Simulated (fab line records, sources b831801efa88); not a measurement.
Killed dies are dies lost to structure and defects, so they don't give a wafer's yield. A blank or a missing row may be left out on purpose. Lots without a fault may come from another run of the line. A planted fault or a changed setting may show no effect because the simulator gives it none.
Which tool did it? | flow gf180mcu | 12 lots, 36 wafers sampled, at 5 steps of a route of 602

WHAT THE GAUGES READ, wafer by wafer
GF_POLY_GATE_OVL_MEAS_11.
lot  | measured     | on         | POLY_GATE_OVL (nm)
L901 | day 9 17:39  | overlay-02 | 7 9 6
L905 | day 11 03:19 | overlay-02 | -1 3 -2
L906 | day 11 05:47 | overlay-02 | -2 0 1
L907 | day 11 10:01 | overlay-02 | 4 9 -1
L914 | day 13 16:43 | overlay-02 | 5 5 4
L916 | day 14 04:09 | overlay-01 | -1 -1 -3
L917 | day 14 13:52 | overlay-02 | -3 -6 -3
L918 | day 14 20:49 | overlay-01 | 1 -4 -3
L919 | day 15 03:11 | overlay-01 | 1 1 3
L920 | day 15 09:12 | overlay-02 | 3 3 2
L921 | day 15 18:33 | overlay-01 | -1 2 -1
L922 | day 16 01:37 | overlay-01 | 3 -4 -3

GF_V2_THK_MEAS_03.
lot  | measured     | on            | V2_CVD_02_THK (nm)
L901 | day 19 22:19 | film_metro-02 | 834 839 846
L914 | day 24 15:15 | film_metro-03 | 853 854 851
L916 | day 25 03:59 | film_metro-02 | 859 880 863
L917 | day 25 14:52 | film_metro-04 | 854 862 843
L918 | day 25 21:57 | film_metro-02 | 848 862 867
L919 | day 26 01:33 | film_metro-02 | 834 849 835
L920 | day 26 10:05 | film_metro-03 | 827 840 846
L921 | day 26 17:38 | film_metro-02 | 853 869 864
L922 | day 27 09:10 | film_metro-04 | 837 849 848

WHICH TOOL RAN EACH LOT (tool, then ch and the chambers of the sampled wafers, then the start)
lot  | GF_SALICIDE_RTA_08               | GF_V1_ETCH_17                      | GF_V1_STRIP_18
L901 | rtp_anneal-01 ch 0, day 15 20:04 | rie_diel-04 ch 0,1,3, day 18 19:00 | plasma_asher-02 ch 0,1, day 18 19:34
L905 | rtp_anneal-01 ch 0, day 17 15:32 | rie_diel-03 ch 1,2,3, day 20 18:00 | plasma_asher-04 ch 0,1, day 20 19:04
L906 | rtp_anneal-02 ch 0, day 17 13:16 | rie_diel-01 ch 1,2,3, day 20 16:00 | plasma_asher-02 ch 0,1, day 20 16:25
L907 | rtp_anneal-01 ch 0, day 17 18:41 | rie_diel-04 ch 0,1,2, day 20 21:00 | plasma_asher-04 ch 0,1, day 20 21:28
L914 | rtp_anneal-01 ch 0, day 20 12:57 | rie_diel-03 ch 0,3, day 23 14:00   | plasma_asher-02 ch 0,1, day 23 14:40
L916 | rtp_anneal-02 ch 0, day 21 03:37 | rie_diel-01 ch 0,1,2, day 24 03:00 | plasma_asher-03 ch 0, day 24 03:22
L917 | rtp_anneal-01 ch 0, day 21 14:45 | rie_diel-01 ch 0,1, day 24 15:00   | plasma_asher-02 ch 0,1, day 24 15:22
L918 | rtp_anneal-01 ch 0, day 21 21:35 | rie_diel-04 ch 1,2,3, day 24 21:00 | plasma_asher-02 ch 0,1, day 24 21:24
L919 | rtp_anneal-01 ch 0, day 22 03:00 | rie_diel-01 ch 0,1, day 25 02:00   | plasma_asher-04 ch 0,1, day 25 02:14
L920 | rtp_anneal-02 ch 0, day 22 11:02 | rie_diel-01 ch 0,1,2, day 25 10:00 | plasma_asher-02 ch 0,1, day 25 10:41
L921 | rtp_anneal-01 ch 0, day 22 19:56 | rie_diel-01 ch 2,3, day 25 18:00   | plasma_asher-04 ch 0,1, day 25 18:34
L922 | rtp_anneal-01 ch 0, day 23 14:39 | rie_diel-03 ch 1,2,3, day 26 10:00 | plasma_asher-03 ch 0,1, day 26 10:13
- GF_SALICIDE_RTA_08: time 30 s.
- GF_V1_ETCH_17: etches SiO2 in C4F8/O2/Ar, stops on TiN, target depth 630 nm.
- GF_V1_STRIP_18: strips in O2/N2.

WHAT THE TOOLS THEMSELVES READ (means of the sampled wafers that have a number; where no wafer has one, the mark that the record gives instead)
GF_SALICIDE_RTA_08.
lot  | tool          | lamp_power_pct (%) | wafer_temp_C_max
L901 | rtp_anneal-01 | 16.8               | 804.4
L905 | rtp_anneal-01 | 16.8               | 804.5
L906 | rtp_anneal-02 | 18.4               | 803.8
L907 | rtp_anneal-01 | 16.8               | 803.6
L914 | rtp_anneal-01 | 16.8               | 803.7
L916 | rtp_anneal-02 | 18.4               | 803.3
L917 | rtp_anneal-01 | 16.8               | 804.6
L918 | rtp_anneal-01 | 16.8               | 804.8
L919 | rtp_anneal-01 | 16.8               | 804.9
L920 | rtp_anneal-02 | 18.4               | 803.7
L921 | rtp_anneal-01 | 16.8               | 803.5
L922 | rtp_anneal-01 | 16.8               | 804.5

GF_V1_ETCH_17.
lot  | tool        | bias_w (W) | chamber_pressure_mTorr (mTorr) | oes_product_au (a.u.)
L901 | rie_diel-04 | 1202       | 39.98                          | 0.854
L905 | rie_diel-03 | -          | -                              | -
L906 | rie_diel-01 | -          | -                              | -
L907 | rie_diel-04 | -          | -                              | -
L914 | rie_diel-03 | 1201       | 40.01                          | 0.857
L916 | rie_diel-01 | 1203       | 40.02                          | 0.854
L917 | rie_diel-01 | 1201       | 39.98                          | 0.856
L918 | rie_diel-04 | 1198       | 39.99                          | 0.855
L919 | rie_diel-01 | 1200       | 39.99                          | 0.859
L920 | rie_diel-01 | 1200       | 39.99                          | 0.858
L921 | rie_diel-01 | 1200       | 39.99                          | 0.859
L922 | rie_diel-03 | 1201       | 40.02                          | 0.857

GF_V1_STRIP_18.
lot  | tool            | chamber_pressure_mTorr (mTorr) | drypump_motor_current_A (A) | heater_power_w (W) | oes_product_au (a.u.) | platen_temp_c (C)
L901 | plasma_asher-02 | 1499.7                         | 6.0                         | 330                | 0.598                 | 250.18
L905 | plasma_asher-04 | 1499.2                         | 5.2                         | 297                | 0.668                 | 250.16
L906 | plasma_asher-02 | 1501.7                         | 5.7                         | 326                | 0.673                 | 250.02
L907 | plasma_asher-04 | 1500.6                         | 5.2                         | 298                | 0.667                 | 250.11
L914 | plasma_asher-02 | 1498.8                         | 5.7                         | 328                | 0.597                 | 250.10
L916 | plasma_asher-03 | 1501.6                         | 6.0                         | 266                | 0.595                 | 249.93
L917 | plasma_asher-02 | 1499.3                         | 5.6                         | 325                | 0.596                 | 249.85
L918 | plasma_asher-02 | 1499.1                         | 6.1                         | 335                | 0.595                 | 249.90
L919 | plasma_asher-04 | 1499.8                         | 5.6                         | 300                | 0.596                 | 250.16
L920 | plasma_asher-02 | 1499.3                         | 6.0                         | 333                | 0.599                 | 249.83
L921 | plasma_asher-04 | 1499.2                         | 5.2                         | 301                | 0.590                 | 250.00
L922 | plasma_asher-03 | 1499.4                         | 6.1                         | 331                | 0.593                 | 249.90

THE ANSWER, worked out from the rows above alone
Rule: what is usual is taken from the lots themselves. Put in order of their means at a reading, lots are off if they are a third of the lots or fewer, leave a main group of 4 or more, and stand apart from it by a gap of 3 or more times the standard deviation of the main group's means; of several such gaps the widest counts. A main group whose means are all the same, to the digits that the tables above print for the reading, isn't used. A lot without any number at a reading at which 4 lots or more have one is off too. The other lots that the step has rows for count as sound. The gauges are gone through in route order, then the tools' own readings, and for those a lot's mean is taken as printed above. The first step at which some lot is off is used, and at that step the reading that is off furthest; a lot without a number counts as furthest.
Off: L905, L906, L907, at GF_V1_ETCH_17 (bias_w). Without a number there: L905, L906, L907. The main group: mean 1201 W, standard deviation 1.3.
A tool fits if, at that step or a process step before it, it ran every lot that is off, and no sound lot after the first of them. None of those tried fits.

WHAT THE SIMULATOR HAD PUT IN
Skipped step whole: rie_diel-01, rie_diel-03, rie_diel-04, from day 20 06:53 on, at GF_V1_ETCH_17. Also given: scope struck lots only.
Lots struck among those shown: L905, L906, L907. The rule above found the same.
